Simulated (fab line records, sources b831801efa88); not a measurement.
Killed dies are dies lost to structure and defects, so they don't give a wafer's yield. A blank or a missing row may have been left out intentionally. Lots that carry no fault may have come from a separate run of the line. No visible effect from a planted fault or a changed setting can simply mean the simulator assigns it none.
Problem report, 8D (eight disciplines) form, completed by code || flow sky130 || the parts of the form that need people (team, actions taken, sign-off) are left out

## 1. THE PROBLEM
killed_at_M4_up at SKY_PAD_OPEN_PROBE_99 reads a mean of 29.0 on 6 wafers of 2 lots; wafers without a fault read 3.2 with a standard deviation of 1.8. Relative to the usual mean, that is a shift of +14 standard deviations.
First seen on wafer L215.1, day 47 15:19, on prober-02. The record has a number at this step for 15 wafers belonging to 5 lots. By rule, "out" or "out of limits" means more than 4 standard deviations away from the usual mean. All remaining wafers that have a number are taken as sound.

## 2. WHAT IT IS, WHAT IT ISN'T
{"question": "which readings at this step", "is": "killed_at_M4_up", "is not": "killed_at_M0_to_M3, killed-at-contacts, killed-at-front-end, killed-at-other, sort_bin_6_memory"}
{"question": "which lots", "is": "L215, L216", "is not": "L210, L211, L224"}
{"question": "which wafers of those lots", "is": "all that have a number", "is not": "-"}
{"question": "read on which tools", "is": "prober-01, prober-02", "is not": "-"}
{"question": "when", "is": "from day 47 15:19", "is not": "up to then (6 sound wafers); but 3 sound wafers of L224 came after"}

## 3. SUSPECTS, AND WHAT RULES EACH OUT
Counting: any tool at a process step up to the reading is kept as a suspect provided that every lot that is out went through it and no sound lot did after the first of them.
- rie-diel-02 at SKY_METAL4_ETCH_17 (etches SiO2 in C4F8/O2/Ar, stops on TiN, time 3.9 s, target depth 15 nm): ruled out as a lasting fault. The sound lots L224 went through it after L215, its earliest lot that is out (day 43 21:58).
- hdpcvd-02 at SKY_VIA4_HDPCVD_00 (deposits SiO2, target thk 1750 nm, time 291.7 s): kept. It ran every lot that is out, first L215 (day 43 22:46), and no sound lot after that; its last sound lot up to then is L211 (day 42 19:34).
- cvd-w-01 at SKY_VIA4_CVD_18 (deposits W, target thk 505 nm, time 152.14 s): ruled out as a lasting fault. The sound lots L224 went through it after L215, its earliest lot that is out (day 44 22:02).
After counting, what remains is hdpcvd-02 at SKY_VIA4_HDPCVD_00.

## 4. THE CAUSE (what the simulator had put in)
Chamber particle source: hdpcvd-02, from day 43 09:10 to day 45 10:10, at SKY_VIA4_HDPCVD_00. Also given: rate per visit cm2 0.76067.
This tool alone remained once counting was done.

## 5. THE EFFECT CHAIN, in route order
Rows list readings where the struck wafers' mean (over those with a number) sits beyond 3 standard deviations from the usual. Scope: only readings with a usual standard deviation given in the record; hours: median across lots of the time from each lot's start at the first step in this table that gives one to its start at this step; sigmas: change in usual standard deviations.
{"hours": 0, "step": "SKY_PAD_OPEN_PROBE_99", "reading": "defect-limited-yield", "usual": "82.5 %", "on struck wafers": 76.7, "change": -5.8, "sigmas": -3.0}
{"hours": 0, "step": "SKY_PAD_OPEN_PROBE_99", "reading": "killed_at_M4_up", "usual": 3.2, "on struck wafers": 29.0, "change": "+25.8", "sigmas": "+14"}
{"hours": 0, "step": "SKY_PAD_OPEN_PROBE_99", "reading": "sort_bin_3_pad_short", "usual": "0.9 %", "on struck wafers": 2.4, "change": "+1.5", "sigmas": "+3.7"}
{"hours": 0, "step": "SKY_PAD_OPEN_PROBE_99", "reading": "sort-yield-pct", "usual": "82.5 %", "on struck wafers": 76.7, "change": -5.8, "sigmas": -3.0}
The process steps in it:
- SKY_PAD_OPEN_PROBE_99

## 6. HOW IT WOULD HAVE BEEN CAUGHT EARLIER
First out-of-limits reading in this record: day 47 15:19, which is 102 hours after fault onset at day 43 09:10.
By day 47 15:19, every lot that is out (2) had started SKY_VIA4_HDPCVD_00 on hdpcvd-02. None of them would have been spared by holding the tool at that moment.
